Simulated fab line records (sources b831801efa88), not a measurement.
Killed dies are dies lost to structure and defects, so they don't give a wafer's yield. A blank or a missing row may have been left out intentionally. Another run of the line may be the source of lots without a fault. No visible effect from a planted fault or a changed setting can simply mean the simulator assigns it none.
Chamber matching || flow sfq_line || 3 sister chambers for SFQ_TRILAYER_I0_DEP_PECVD_027 on pecvd-02
The step deposits SiO2 from SiH4/N2O, time 111.11 s, target thk 500 nm. 3 wafers are shown with their chamber, then 7 later ones without.

WAFERS PAIRED WITH THEIR CHAMBERS
{"wafer": "L199.4", "chamber": 2, "throttle_valve_pct (%)": 24.5}
{"wafer": "L206.1", "chamber": 0, "throttle_valve_pct (%)": 26.0}
{"wafer": "L206.4", "chamber": 1, "throttle_valve_pct (%)": 25.1}

WAFERS WITHOUT THEIR CHAMBER
{"wafer": "L206.6", "throttle_valve_pct (%)": 25.0}
{"wafer": "L207.1", "throttle_valve_pct (%)": 24.9}
{"wafer": "L207.5", "throttle_valve_pct (%)": 26.0}
{"wafer": "L207.6", "throttle_valve_pct (%)": 25.2}
{"wafer": "L208.2", "throttle_valve_pct (%)": 25.4}
{"wafer": "L208.4", "throttle_valve_pct (%)": 25.3}
{"wafer": "L208.5", "throttle_valve_pct (%)": 25.8}

WHICH CHAMBER EACH ONE RAN IN
{"wafer": "L206.6", "from the rows above": 1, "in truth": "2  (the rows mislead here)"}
{"wafer": "L207.1", "from the rows above": "can't be placed: 1 or 2", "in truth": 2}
{"wafer": "L207.5", "from the rows above": 0, "in truth": 0}
{"wafer": "L207.6", "from the rows above": 1, "in truth": 1}
{"wafer": "L208.2", "from the rows above": "can't be placed: 1 or 0", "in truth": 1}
{"wafer": "L208.4", "from the rows above": 1, "in truth": 1}
{"wafer": "L208.5", "from the rows above": 0, "in truth": 0}
Correctly placed: 4 of 7. From these rows, 2 cannot be placed; in 2 the true chamber is one of the candidates. Placed wrongly: 1.
How it was worked out, from the rows above alone: a wafer's distance from a chamber is the root of the sum, over the readings, of the square of ((its reading less the chamber's mean) divided by the reading's scatter). The wafer belongs to the nearest chamber; if the next one is less than 2 further off, it can't be placed. Each chamber's mean is taken over the wafers shown for it. The scatter: root of mean squared gap, hidden wafer to nearest shown wafer, with one shown wafer a chamber.
